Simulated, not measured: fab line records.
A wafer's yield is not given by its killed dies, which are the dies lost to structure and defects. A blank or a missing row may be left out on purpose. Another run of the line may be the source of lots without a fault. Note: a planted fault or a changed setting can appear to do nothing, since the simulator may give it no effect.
fab line records -- flow sky130 -- part 1 of 2: steps 1 to 42 of 43
record lots=6, wafers=18, last_day=50
route steps=708 shown VIA1@474 METAL2@483 VIA2@507 PAD_OPEN@708
lots untouched by any fault: they come from a run of this same line in which no faults occurred
start_h: the number of hours between the record's first day and the start of the first shown wafer of the lot -- wait_h: hours since the lot's step before -- " as in the row above -- L1.1+2: several wafers, shown together as one row -- - no value present, or no start provided -- * or withheld: withheld -- < > ~ a bound
route shown NAME@n: a module of which the file shows steps, and the number in the route of the first -- usual: mean/standard deviation of fault-free wafers -- same: alike in all rows -- chamber/n: place in a boat -- sites: per-site readings -- _std_site: the values' standard deviation -- _edge_site: mean of outer sites minus mean of inner sites -- radius_mm: for every site, how far away it sits from the centre of the wafer -- mask NAME#n: copy n -- behind: the tool/chamber that last shaped the wafer -- hold: why the lot went on hold/how many hours it stayed there/how the hold came to an end -- device: names the non-switching transistor (n, p or np) -- end of line: the tests these same wafers got at the end of their route -- for a step that has no rows: nothing shown but its recipe -- killed: at the first sort, the dies lost to defects and structure; wafer yield is something else -- map: a wafer's dies, x killed, . not, _ none there
set.NAME: setting as actually run; set.NAME@STEP: the setting as run at that earlier step -- model.NAME: the simulator's own value behind a step, which no gauge read
a table for each step, a row for each wafer; lots at some steps of the route
services: a tool's chamber out of use, with start hour (start_h, from the record's first day; less than 0 if before it), hours out, and reason
## steps
# step SKY_VIA1_STRIP_16
# recipe chemistry=O2/N2, power_w=1400, pressure_mtorr=1500, platen_temp_c=withheld, o2_flow_sccm=3000, n2_flow_sccm=300, overash_fraction=0.5
# step SKY_VIA1_STRIP_17
# recipe chemistry=post_etch_residue_remover, time_s=1200, temp_c=72.5
# step SKY_VIA1_CLEAN_18
# recipe chemistry=IPA, time_s=180, temp_c=25
# step SKY_VIA1_CLEAN_19
# recipe chemistry=O3/DIW, dry=n2_spin
# step SKY_VIA1_SPUTTER_20
# recipe material=TiN, target_thk_nm=20, chamber_pressure_pa=5, power_w=4000, time_s=80
# step SKY_VIA1_CVD_21
# recipe material=W, target_thk_nm=270, time_s=80.902, temp_c=400, pressure_torr=40
# step SKY_VIA1_RS_MEAS_22
# recipe thk_meas_gauge=four-point-probe, reads=W_of_VIA1_CVD_21+TiN_of_VIA1_SPUTTER_20
# usual VIA1_W_RS=0.424/0.007
lot.wafer,tool,chamber,start_h,wait_h,VIA1_W_RS[ohm/sq]
L351.1,film_metro-04,-,800.21,0.1,0.425
L351.4,film_metro-04,-,800.21,0.1,0.415
L351.5,film_metro-04,-,800.21,0.1,0.427
L354.1,film_metro-01,-,825.18,0.1,0.430
L354.2,film_metro-01,-,825.18,0.1,0.409
L354.5,film_metro-01,-,825.18,0.1,0.422
L357.1,film_metro-04,-,857.69,0.1,0.432
L357.2,film_metro-04,-,857.69,0.1,0.418
L357.3,film_metro-04,-,857.69,0.1,0.414
L361.2,film_metro-01,-,882.44,0.1,0.424
L361.5,film_metro-01,-,882.44,0.1,0.416
L361.6,film_metro-01,-,882.44,0.1,0.417
L370.3,film_metro-02,-,940.08,0.1,0.422
L370.5,film_metro-02,-,940.08,0.1,0.433
L370.6,film_metro-02,-,940.08,0.1,0.418
L372.1,film_metro-04,-,953.97,0.1,0.423
L372.3,film_metro-04,-,953.97,0.1,0.428
L372.5,film_metro-04,-,953.97,0.1,0.418
# step SKY_VIA1_THK_MEAS_23
# recipe thk_meas_gauge=xrf, reads=W_of_VIA1_CVD_21
# usual VIA1_W_THK=275/5
lot.wafer,tool,chamber,start_h,wait_h,VIA1_W_THK[nm]
L351.1,film_metro-04,-,800.33,0.1,274
L351.4,film_metro-04,-,800.33,0.1,278
L351.5,film_metro-04,-,800.33,0.1,273
L354.1,film_metro-01,-,825.30,0.1,271
L354.2,film_metro-01,-,825.30,0.1,283
L354.5,film_metro-01,-,825.30,0.1,277
L357.1,film_metro-04,-,857.81,0.1,272
L357.2,film_metro-04,-,857.81,0.1,281
L357.3,film_metro-04,-,857.81,0.1,285
L361.2,film_metro-01,-,882.55,0.1,274
L361.5,film_metro-01,-,882.55,0.1,281
L361.6,film_metro-01,-,882.55,0.1,279
L370.3,film_metro-02,-,940.18,0.1,274
L370.5,film_metro-02,-,940.18,0.1,268
L370.6,film_metro-02,-,940.18,0.1,277
L372.1,film_metro-04,-,954.09,0.1,277
L372.3,film_metro-04,-,954.09,0.1,274
L372.5,film_metro-04,-,954.09,0.1,281
# step SKY_VIA1_CMP_24
# recipe stop_on=SiO2, t_overpolish_s=15, down_force_psi=3.5, platen_rpm=60, target_thk_nm=0, pad_velocity_m_s=0.94248
# usual motor_current_A=11.0/0.77, overpolish_run_s=15.000/0.0094, retaining_ring_pressure_frac=0.999/0.0049, time_to_endpoint_s=65.4/2.8
# same t_overpolish_s=15
lot.wafer,tool,chamber,start_h,wait_h,motor_current_A,overpolish_run_s,retaining_ring_pressure_frac,time_to_endpoint_s
L351.1,cmp-01,2,800.39,0.1,9.1,15.002,1.001,64.9
L351.4,cmp-01,0,800.39,0.1,9.9,15.024,0.986,59.7
L351.5,cmp-01,3,800.39,0.1,11.4,14.995,1.005,62.3
L354.2,cmp-01,0,825.46,0.1,11.3,14.994,0.996,66.4
L354.1,cmp-01,1,825.46,0.1,11.7,14.997,0.999,65.1
L354.5,cmp-01,3,825.46,0.1,10.8,14.996,1.005,68.2
L357.2,cmp-01,2,857.87,0.0,8.6,15.007,0.998,65.6
L357.1,cmp-01,0,857.87,0.0,10.4,15.006,1.002,61.3
L357.3,cmp-01,1,857.87,0.0,11.5,15.005,1.000,66.3
L361.2,cmp-02,2,882.70,0.1,10.8,14.987,1.009,60.0
L361.6,cmp-02,0,882.70,0.1,12.2,14.977,0.997,68.8
L361.5,cmp-02,1,882.70,0.1,11.3,14.994,1.003,68.6
L370.3,cmp-02,1,940.22,0.0,11.7,15.019,1.002,66.6
L370.5,cmp-02,1,940.22,0.0,12.1,15.005,0.996,66.6
L370.6,cmp-02,2,940.22,0.0,10.3,15.000,1.000,66.9
L372.1,cmp-02,1,954.20,0.1,11.2,14.998,1.001,65.3
L372.3,cmp-02,2,954.20,0.1,10.5,15.004,0.988,64.1
L372.5,cmp-02,1,954.20,0.1,11.9,14.999,0.996,68.6
# step SKY_METAL2_SPUTTER_00
# recipe material=Ti, target_thk_nm=15, power_w=3000, time_s=10, chamber_pressure_pa=0.4
# step SKY_METAL2_SPUTTER_01
# recipe material=TiN, target_thk_nm=20, power_w=6500, time_s=16.7, chamber_pressure_pa=0.4
# usual throttle_valve_pct=29.8/1.1
lot.wafer,tool,chamber,start_h,wait_h,throttle_valve_pct
L351.1,pvd_sputter-02,-,800.71,0.0,29.4
L351.4,pvd_sputter-02,-,800.71,0.0,27.6
L351.5,pvd_sputter-02,-,800.71,0.0,29.5
L354.1,pvd_sputter-03,-,825.68,0.0,28.6
L354.2,pvd_sputter-03,-,825.68,0.0,31.4
L354.5,pvd_sputter-03,-,825.68,0.0,28.8
L357.1,pvd_sputter-02,-,858.19,0.0,29.5
L357.2,pvd_sputter-02,-,858.19,0.0,29.2
L357.3,pvd_sputter-02,-,858.19,0.0,27.7
L361.2,pvd_sputter-02,-,882.92,0.0,29.4
L361.5,pvd_sputter-02,-,882.92,0.0,29.8
L361.6,pvd_sputter-02,-,882.92,0.0,29.7
L370.3,pvd_sputter-03,-,940.54,0.0,28.9
L370.5,pvd_sputter-03,-,940.54,0.0,29.8
L370.6,pvd_sputter-03,-,940.54,0.0,30.3
L372.1,pvd_sputter-02,-,954.47,0.0,27.9
L372.3,pvd_sputter-02,-,954.47,0.0,29.1
L372.5,pvd_sputter-02,-,954.47,0.0,29.2
# step SKY_METAL2_SPUTTER_02
# recipe material=AlCu, target_thk_nm=250, power_w=10390, time_s=13.3, chamber_pressure_pa=0.4
# usual throttle_valve_pct=29.8/1.1
lot.wafer,tool,chamber,start_h,wait_h,throttle_valve_pct
L351.1,pvd_sputter-02,-,800.74,0.0,29.6
L351.4,pvd_sputter-02,-,800.74,0.0,27.6
L351.5,pvd_sputter-02,-,800.74,0.0,29.5
L354.1,pvd_sputter-03,-,825.71,0.0,28.6
L354.2,pvd_sputter-03,-,825.71,0.0,31.3
L354.5,pvd_sputter-03,-,825.71,0.0,28.8
L357.1,pvd_sputter-02,-,858.21,0.0,29.5
L357.2,pvd_sputter-02,-,858.21,0.0,29.1
L357.3,pvd_sputter-02,-,858.21,0.0,27.7
L361.2,pvd_sputter-02,-,882.95,0.0,29.8
L361.5,pvd_sputter-02,-,882.95,0.0,29.8
L361.6,pvd_sputter-02,-,882.95,0.0,29.7
L370.3,pvd_sputter-03,-,940.57,0.0,28.7
L370.5,pvd_sputter-03,-,940.57,0.0,29.6
L370.6,pvd_sputter-03,-,940.57,0.0,30.4
L372.1,pvd_sputter-02,-,954.49,0.0,28.0
L372.3,pvd_sputter-02,-,954.49,0.0,29.2
L372.5,pvd_sputter-02,-,954.49,0.0,29.2
# step SKY_METAL2_SPUTTER_03
# recipe material=Ti, target_thk_nm=5, power_w=3000, time_s=3.3, chamber_pressure_pa=0.4
# usual throttle_valve_pct=29.7/1.1
lot.wafer,tool,chamber,start_h,wait_h,throttle_valve_pct
L351.1,pvd_sputter-02,-,800.76,0.0,29.6
L351.4,pvd_sputter-02,-,800.76,0.0,27.8
L351.5,pvd_sputter-02,-,800.76,0.0,29.5
L354.1,pvd_sputter-03,-,825.73,0.0,28.7
L354.2,pvd_sputter-03,-,825.73,0.0,31.4
L354.5,pvd_sputter-03,-,825.73,0.0,28.8
L357.1,pvd_sputter-02,-,858.24,0.0,29.7
L357.2,pvd_sputter-02,-,858.24,0.0,29.1
L357.3,pvd_sputter-02,-,858.24,0.0,27.8
L361.2,pvd_sputter-02,-,882.97,0.0,29.5
L361.5,pvd_sputter-02,-,882.97,0.0,29.5
L361.6,pvd_sputter-02,-,882.97,0.0,29.8
L370.3,pvd_sputter-03,-,940.59,0.0,28.6
L370.5,pvd_sputter-03,-,940.59,0.0,29.6
L370.6,pvd_sputter-03,-,940.59,0.0,30.5
L372.1,pvd_sputter-02,-,954.52,0.0,27.4
L372.3,pvd_sputter-02,-,954.52,0.0,29.0
L372.5,pvd_sputter-02,-,954.52,0.0,29.0
# step SKY_METAL2_SPUTTER_04
# recipe material=TiN, target_thk_nm=70, power_w=6500, time_s=58.3, chamber_pressure_pa=0.4
# step SKY_METAL2_RS_MEAS_05
# recipe thk_meas_gauge=four-point-probe, reads=TiN_of_METAL2_SPUTTER_04+Ti_of_METAL2_SPUTTER_03+AlCu_of_METAL2_SPUTTER_02+TiN_of_METAL2_SPUTTER_01+Ti_of_METAL2_SPUTTER_00
# usual METAL2_ALCU_RS=0.1298/0.0019
lot.wafer,tool,chamber,start_h,wait_h,METAL2_ALCU_RS[ohm/sq]
L351.1,film_metro-02,-,800.83,0.0,0.1267
L351.4,film_metro-02,-,800.83,0.0,0.1285
L351.5,film_metro-02,-,800.83,0.0,0.1282
L354.1,film_metro-02,-,825.80,0.0,0.1316
L354.2,film_metro-02,-,825.80,0.0,0.1307
L354.5,film_metro-02,-,825.80,0.0,0.1323
L357.1,film_metro-04,-,858.31,0.0,0.1278
L357.2,film_metro-04,-,858.31,0.0,0.1287
L357.3,film_metro-04,-,858.31,0.0,0.1263
L361.2,film_metro-04,-,883.06,0.0,0.1284
L361.5,film_metro-04,-,883.06,0.0,0.1296
L361.6,film_metro-04,-,883.06,0.0,0.1283
L370.3,film_metro-03,-,940.70,0.1,0.1340
L370.5,film_metro-03,-,940.70,0.1,0.1321
L370.6,film_metro-03,-,940.70,0.1,0.1325
L372.1,film_metro-03,-,954.59,0.0,0.1275
L372.3,film_metro-03,-,954.59,0.0,0.1280
L372.5,film_metro-03,-,954.59,0.0,0.1298
# step SKY_METAL2_THK_MEAS_06
# recipe thk_meas_gauge=xrf, reads=AlCu_of_METAL2_SPUTTER_02
# usual METAL2_ALCU_THK=240/3.6
lot.wafer,tool,chamber,start_h,wait_h,METAL2_ALCU_THK[nm]
L351.1,film_metro-02,-,800.95,0.1,248
L351.4,film_metro-02,-,800.95,0.1,244
L351.5,film_metro-02,-,800.95,0.1,247
L354.1,film_metro-02,-,825.92,0.1,239
L354.2,film_metro-02,-,825.92,0.1,241
L354.5,film_metro-02,-,825.92,0.1,239
L357.1,film_metro-04,-,858.43,0.1,243
L357.2,film_metro-04,-,858.43,0.1,241
L357.3,film_metro-04,-,858.43,0.1,245
L361.2,film_metro-04,-,883.17,0.1,243
L361.5,film_metro-04,-,883.17,0.1,241
L361.6,film_metro-04,-,883.17,0.1,243
L370.3,film_metro-03,-,940.80,0.1,233
L370.5,film_metro-03,-,940.80,0.1,236
L370.6,film_metro-03,-,940.80,0.1,235
L372.1,film_metro-03,-,954.71,0.1,244
L372.3,film_metro-03,-,954.71,0.1,244
L372.5,film_metro-03,-,954.71,0.1,240
# step SKY_METAL2_DEHYDRATE_07
# recipe temp_c=200, time_s=60
# step SKY_METAL2_HMDS_08
# recipe prime_time_s=60, prime_temp_c=120
# step SKY_METAL2_COAT_09
# recipe resist=BARC, temp_c=withheld, time_s=withheld, spin_rpm=3000, resist_thk_nm=60
# step SKY_METAL2_COAT_10
# recipe resist=KrF-thick, spin_rpm=3000, resist_thk_nm=450
# step SKY_METAL2_SOFTBAKE_11
# recipe temp_c=100, time_s=90, resist=KrF-thick
# step SKY_METAL2_EXPOSE_12
# recipe mask_id=MM2, na=0.8, source_shape=annular, sigma_inner=0.55, sigma_outer=0.85, target_cd_nm=140, dose_mj=28
# step SKY_METAL2_PEB_13
# recipe peb_temp_c=withheld, peb_time_s=withheld, resist=KrF-thick
# step SKY_METAL2_DEVELOP_14
# recipe develop_time_s=60, resist=KrF-thick, dev_temp_c=21
# step SKY_METAL2_CD_MEAS_15
# recipe target_cd_nm=140
# usual cd_nm=139.6/1.4
lot.wafer,tool,chamber,start_h,wait_h,cd_nm
L351.1,cd_sem-02,-,827.02,-,141.0
L351.4,cd_sem-02,-,827.02,-,140.6
L351.5,cd_sem-02,-,827.02,-,140.9
L354.1,cd_sem-01,-,852.37,-,140.2
L354.2,cd_sem-01,-,852.37,-,141.2
L354.5,cd_sem-01,-,852.37,-,141.0
L357.1,cd_sem-01,-,884.07,-,137.8
L357.2,cd_sem-01,-,884.07,-,139.6
L357.3,cd_sem-01,-,884.07,-,140.0
L361.2,cd_sem-01,-,907.64,-,139.3
L361.5,cd_sem-01,-,907.64,-,138.0
L361.6,cd_sem-01,-,907.64,-,138.9
L370.3,cd_sem-02,-,965.16,-,144.0
L370.5,cd_sem-02,-,965.16,-,142.2
L370.6,cd_sem-02,-,965.16,-,141.7
L372.1,cd_sem-01,-,977.72,-,141.2
L372.3,cd_sem-01,-,977.72,-,141.0
L372.5,cd_sem-01,-,977.72,-,141.0
# step SKY_METAL2_OVL_MEAS_16
# usual METAL2_OVL=-2/5.8
lot.wafer,tool,chamber,start_h,wait_h,METAL2_OVL[nm]
L351.1,overlay-02,-,827.14,0.1,-2
L351.4,overlay-02,-,827.14,0.1,-1
L351.5,overlay-02,-,827.14,0.1,1
L354.1,overlay-01,-,852.49,0.1,-5
L354.2,overlay-01,-,852.49,0.1,-6
L354.5,overlay-01,-,852.49,0.1,-4
L357.1,overlay-02,-,884.19,0.1,-14
L357.2,overlay-02,-,884.19,0.1,-2
L357.3,overlay-02,-,884.19,0.1,-7
L361.2,overlay-02,-,907.75,0.1,-3
L361.5,overlay-02,-,907.75,0.1,4
L361.6,overlay-02,-,907.75,0.1,-2
L370.3,overlay-02,-,965.25,0.1,5
L370.5,overlay-02,-,965.25,0.1,8
L370.6,overlay-02,-,965.25,0.1,2
L372.1,overlay-02,-,977.84,0.1,6
L372.3,overlay-02,-,977.84,0.1,10
L372.5,overlay-02,-,977.84,0.1,0
# step SKY_METAL2_DESCUM_17
# recipe chemistry=O2, source_power_w=150, bias_power_w=0, pressure_mtorr=10, temp_c=40, time_s=8
# usual drypump_motor_current_A=5.7/0.4, oes_product_au=0.994/0.018
lot.wafer,tool,chamber,start_h,wait_h,drypump_motor_current_A,oes_product_au,rf_hours_counter_h
L351.1,rie_metal-03,0,827.18,0.0,5.6,0.965,6
L351.4,rie_metal-03,0,827.18,0.0,5.6,0.979,-
L351.5,rie_metal-03,0,827.18,0.0,5.5,0.977,-
L354.1,rie_metal-02,1,852.53,0.0,5.7,0.994,15
L354.2,rie_metal-02,0,852.53,0.0,5.3,0.984,2
L354.5,rie_metal-02,0,852.53,0.0,5.2,0.979,-
L357.1,rie_metal-02,1,884.23,0.0,5.7,1.000,17
L357.2,rie_metal-02,0,884.23,0.0,5.2,0.978,4
L357.3,rie_metal-02,1,884.23,0.0,5.7,0.987,-
L361.2,rie_metal-03,1,907.78,0.0,6.2,0.984,3
L361.5,rie_metal-03,0,907.78,0.0,5.5,0.978,-
L361.6,rie_metal-03,1,907.78,0.0,6.2,0.994,-
L370.3,rie_metal-03,1,965.29,0.0,6.2,0.989,-
L370.5,rie_metal-03,1,965.29,0.0,6.2,0.986,-
L370.6,rie_metal-03,0,965.29,0.0,5.5,0.982,-
L372.1,rie_metal-04,0,977.88,0.0,5.5,1.004,4
L372.3,rie_metal-04,1,977.88,0.0,6.4,1.030,-
L372.5,rie_metal-04,0,977.88,0.0,5.5,1.016,-
# step SKY_METAL2_ETCH_18
# recipe chemistry=N2/H2, target=BARC, ion_energy_ev=200, bias_w=100, pressure_mtorr=30, n2_flow_sccm=100, h2_flow_sccm=200, icp_w=500, stop_on=SiO2, time_s=45.9, target_depth_a=600
# step SKY_METAL2_METAL_ETCH_19
# recipe target_depth_a=3600, stop_on=SiO2, over_etch_frac=0.3, time_s=78, chemistry=Cl2/BCl3, resist_sidewall_deg=88, pressure_mtorr=10, icp_w=900, bias_w=48.5, Cl2_flow_sccm=60, bcl3_flow_sccm=30
# step SKY_METAL2_STRIP_20
# recipe chemistry=O2/N2, power_w=1400, pressure_mtorr=1500, platen_temp_c=withheld, o2_flow_sccm=3000, n2_flow_sccm=300, overash_fraction=0.4868
# usual drypump_motor_current_A=5.5/0.38, oes_product_au=0.343/0.0059, strip_time_to_endpoint_s=2.72/0.079
lot.wafer,tool,chamber,start_h,wait_h,drypump_motor_current_A,oes_product_au,rf_hours_counter_h,strip_time_to_endpoint_s
L351.1,plasma_asher-03,0,827.36,0.1,5.1,0.346,105,2.77
L351.4,plasma_asher-03,1,827.36,0.1,5.9,0.342,-,2.75
L351.5,plasma_asher-03,0,827.36,0.1,5.0,0.350,-,2.74
L354.1,plasma_asher-02,1,852.71,0.1,5.3,0.338,73,2.71
L354.2,plasma_asher-02,0,852.71,0.1,5.7,0.340,73,2.79
L354.5,plasma_asher-02,0,852.71,0.1,5.7,0.347,-,2.76
L357.1,plasma_asher-02,0,884.41,0.1,5.6,0.340,76,2.72
L357.2,plasma_asher-02,1,884.41,0.1,5.2,0.343,76,2.78
L357.3,plasma_asher-02,0,884.41,0.1,5.7,0.337,-,2.70
L361.2,plasma_asher-04,0,907.96,0.1,6.0,0.344,17,2.73
L361.5,plasma_asher-04,1,907.96,0.1,5.0,0.347,-,2.77
L361.6,plasma_asher-04,0,907.96,0.1,6.0,0.341,-,2.73
L370.3,plasma_asher-04,0,965.49,0.1,6.0,0.344,-,2.75
L370.5,plasma_asher-04,0,965.49,0.1,6.0,0.346,-,2.77
L370.6,plasma_asher-04,1,965.49,0.1,5.0,0.354,-,2.78
L372.1,plasma_asher-04,1,978.06,0.1,5.0,0.330,24,2.61
L372.3,plasma_asher-04,1,978.06,0.1,5.0,0.341,-,2.55
L372.5,plasma_asher-04,1,978.06,0.1,5.0,0.341,-,2.60
# step SKY_METAL2_STRIP_21
# recipe chemistry=post_etch_residue_remover, time_s=1200, temp_c=72.5
# step SKY_METAL2_CLEAN_22
# recipe chemistry=IPA, time_s=180, temp_c=25
# step SKY_METAL2_CLEAN_23
# recipe chemistry=O3/DIW, dry=n2_spin
# step SKY_VIA2_HDPCVD_00
# recipe material=SiO2, target_thk_nm=1180, sigma_open_frac=0.3, time_s=196.7, temp_c=400, sih4_flow_sccm=60, pressure_mtorr=6
# step SKY_VIA2_THK_MEAS_01
# recipe reads=SiO2_of_VIA2_HDPCVD_00
# usual VIA2_HDPCVD_THK=1181/13
lot.wafer,tool,chamber,start_h,wait_h,VIA2_HDPCVD_THK[nm]
L351.1,film_metro-04,-,828.08,0.1,1161
L351.4,film_metro-04,-,828.08,0.1,1174
L351.5,film_metro-04,-,828.08,0.1,1167
L354.1,film_metro-03,-,853.46,0.1,1191
L354.2,film_metro-03,-,853.46,0.1,1175
L354.5,film_metro-03,-,853.46,0.1,1166
L357.1,film_metro-04,-,885.17,0.1,1190
L357.2,film_metro-04,-,885.17,0.1,1191
L357.3,film_metro-04,-,885.17,0.1,1194
L361.2,film_metro-03,-,908.73,0.1,1201
L361.5,film_metro-03,-,908.73,0.1,1189
L361.6,film_metro-03,-,908.73,0.1,1177
L370.3,film_metro-01,-,966.71,0.1,1179
L370.5,film_metro-01,-,966.71,0.1,1195
L370.6,film_metro-01,-,966.71,0.1,1186
L372.1,film_metro-03,-,978.82,0.1,1162
L372.3,film_metro-03,-,978.82,0.1,1165
L372.5,film_metro-03,-,978.82,0.1,1163
# step SKY_VIA2_CMP_02
# recipe material=SiO2, down_force_psi=4, platen_rpm=60, pad_velocity_m_s=0.94248
# step SKY_VIA2_BOW_MEAS_03
# recipe mode=bow
# usual VIA2_BOW=85/7.2
lot.wafer,tool,chamber,start_h,wait_h,VIA2_BOW[um]
L351.1,film_metro-03,-,828.44,0.2,85
L351.4,film_metro-03,-,828.44,0.2,78
L351.5,film_metro-03,-,828.44,0.2,79
L354.1,film_metro-04,-,853.82,0.1,76
L354.2,film_metro-04,-,853.82,0.1,83
L354.5,film_metro-04,-,853.82,0.1,78
L357.1,film_metro-04,-,885.53,0.1,79
L357.2,film_metro-04,-,885.53,0.1,84
L357.3,film_metro-04,-,885.53,0.1,78
L361.2,film_metro-03,-,909.10,0.2,87
L361.5,film_metro-03,-,909.10,0.2,76
L361.6,film_metro-03,-,909.10,0.2,101
L370.3,film_metro-01,-,967.09,0.2,89
L370.5,film_metro-01,-,967.09,0.2,85
L370.6,film_metro-01,-,967.09,0.2,100
L372.1,film_metro-01,-,979.18,0.2,77
L372.3,film_metro-01,-,979.18,0.2,76
L372.5,film_metro-01,-,979.18,0.2,84
# step SKY_VIA2_DEHYDRATE_04
# recipe temp_c=200, time_s=60
# step SKY_VIA2_HMDS_05
# recipe prime_time_s=60, prime_temp_c=120
# step SKY_VIA2_COAT_06
# recipe resist=BARC, temp_c=withheld, time_s=withheld, spin_rpm=3000, resist_thk_nm=60
# step SKY_VIA2_COAT_07
# recipe resist=KrF-thick, spin_rpm=3000, resist_thk_nm=450
# step SKY_VIA2_SOFTBAKE_08
# recipe temp_c=100, time_s=90, resist=KrF-thick
